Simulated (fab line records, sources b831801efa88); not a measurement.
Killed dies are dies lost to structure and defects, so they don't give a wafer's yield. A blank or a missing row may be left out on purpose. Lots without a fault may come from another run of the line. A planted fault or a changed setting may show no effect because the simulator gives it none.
A struck lot beside a sound one | flow gf180mcu | 24 steps out of a route of 602
Sound: wafers L524.2, L524.4, L524.6. Struck: wafers L532.1, L532.5, L532.6. The cause comes at the end.
At each step with rows: each side's tool, then ch and its chambers, then its first start. Under that, the readings that differ: sound wafers | struck wafers | difference of the means | sigmas: that difference in standard deviations of wafers without a fault.
alike: readings whose means differ by less than 2 such deviations, and words and numbers that are the same on both sides. not compared: withheld readings, readings that some wafer has no value for, bounds like >300 that may hide the same value, and numbers for which the record gives no deviation and whose values overlap.
The two part at a step that has a row with sigmas, a row that says differs or no value, or rows on one side only. Numbers that don't overlap but have no deviation are shown without sigmas and don't part them. A reading that every wafer of one side lacks parts them only if that side has two wafers or more.

GF_HV_LDD_STRIP_49: strips in O2/N2.
  sound on plasma_asher-01 ch 0, day 13 00:42; struck on plasma_asher-03 ch 0,1, day 15 22:18
  alike: drypump_motor_current_A, heater_power_w, oes_product_au, strip_time_to_endpoint_s
  not compared: rf_hours_counter_h
GF_HV_LDD_TW_MEAS_50:
  sound on film_metro-02, day 13 00:49; struck on film_metro-03, day 15 22:24
  alike: HV_LDD_4_TW
then, 1 step without rows for these wafers: GF_HV_LDD_CLEAN_51 (cleans in SC1/SC2, time 150 s).
GF_HV_LDD_RTA_52: time 10 s.
  sound on rtp_anneal-01 ch 0, day 13 00:56; struck on rtp_anneal-01 ch 0, day 15 22:31
  alike: lamp_power_pct, wafer_temp_C_max
GF_HV_LDD_RS_MEAS_53: measures by four-point-probe.
  sound on film_metro-04, day 13 01:04; struck on film_metro-02, day 15 22:35
  alike: HV_LDD_RS
then, 1 step without rows for these wafers: GF_HV_LDD_CVD_54 (deposits SiO2 from TEOS, target thk 10 nm, time 75 s).
GF_HV_LDD_THK_MEAS_55:
  sound on film_metro-04, day 13 02:12; struck on film_metro-04, day 15 23:43
  alike: HV_LDD_CVD_54_THK
then, 1 step without rows for these wafers: GF_HV_LDD_CVD_56 (deposits Si3N4 from DCS/NH3, target thk 90 nm, time 1543 s).
GF_HV_LDD_THK_MEAS_57:
  sound on film_metro-03, day 13 03:41; struck on film_metro-04, day 16 02:01
  alike: HV_LDD_CVD_56_THK
GF_HV_LDD_ETCHBACK_58: etches Si3N4 in CH3F/O2, stops on SiO2, time 100 s, target depth 90 nm.
  sound on rie_diel-01 ch 0,1,2, day 13 03:44; struck on rie_diel-03 ch 1,2, day 16 02:04
  alike: drypump_motor_current_A, oes_product_au, throttle_valve_pct
  not compared: rf_hours_counter_h
then, 2 steps without rows for these wafers: GF_NSD_DEHYDRATE_00 (time 60 s); GF_NSD_HMDS_01 (prime time 60 s).
GF_NSD_COAT_02: resist thk 1000 nm.
  sound on litho_track-01 ch 0, day 13 13:55; struck on litho_track-04 ch 0, day 16 13:24
  reading                                  | sound                | struck               | difference | sigmas
  spin_speed_rpm (rpm)                     | 2999.2 2997.8 2999.5 | 2611.6 2611.7 2609.5 | -387.9     | -99 or more
  model.NOVOLAK_of_NSD_COAT_02.thk_nm (nm) | 1002 1001 1003       | 1074 1078 1074       | +73        |
then, 3 steps without rows for these wafers: GF_NSD_SOFTBAKE_03 (time 60 s); GF_NSD_EXPOSE_04 (exposes mask Nplus, target cd 400 nm); GF_NSD_PEB_05.
GF_NSD_DEVELOP_06: develop time 60 s.
  sound on litho_track-04 ch 0, day 14 00:02; struck on litho_track-02 ch 0, day 17 01:03
  reading                                  | sound          | struck         | difference | sigmas
  model.NOVOLAK_of_NSD_COAT_02.thk_nm (nm) | 1002 1001 1002 | 1074 1078 1074 | +74        |
GF_NSD_CD_MEAS_07: target cd 400 nm.
  sound on cd_sem-01, day 14 00:10; struck on cd_sem-01, day 17 01:12
  reading    | sound             | struck            | difference | sigmas
  cd_nm (nm) | 403.9 405.6 404.7 | 393.0 390.1 392.1 | -13.0      | -6
GF_NSD_OVL_MEAS_08:
  sound on overlay-01, day 14 00:17; struck on overlay-02, day 17 01:19
  reading      | sound          | struck      | difference | sigmas
  NSD_OVL (nm) | -2.2 -2.6 -1.6 | 2.3 2.3 1.7 | +4.2       | +3
then, 2 steps without rows for these wafers: GF_NSD_IMPLANT_09; GF_NSD_IMPLANT_10.
GF_NSD_STRIP_11: strips in O2/N2.
  sound on plasma_asher-04 ch 0,1, day 14 00:37; struck on plasma_asher-02 ch 0,1, day 17 01:39
  reading                      | sound             | struck            | difference | sigmas
  strip_time_to_endpoint_s (s) | 22.98 23.00 22.99 | 23.79 23.84 23.77 | +0.81      | +23
  alike: drypump_motor_current_A, heater_power_w, oes_product_au
  not compared: rf_hours_counter_h
GF_NSD_TW_MEAS_12:
  sound on film_metro-02, day 14 00:43; struck on film_metro-01, day 17 01:45
  alike: NSD_TW
-- the record jumps here: 15 days lie between the struck wafers' starts before and after (it left off in module NSD and takes up again in module PASSIVATION, whose first step shown is number 602 of the route) --
GF_PASSIVATION_PROBE_99:
  the record has rows for the struck wafers here (prober-01, day 32 05:00) and none for the sound ones

WHERE THEY PART
First at GF_NSD_COAT_02; last, within this record, at GF_PASSIVATION_PROBE_99.

WHY: what the simulator had put in
Process parameter drift: litho_track-04, from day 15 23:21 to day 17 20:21, at GF_NSD_COAT_02. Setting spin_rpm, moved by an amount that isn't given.
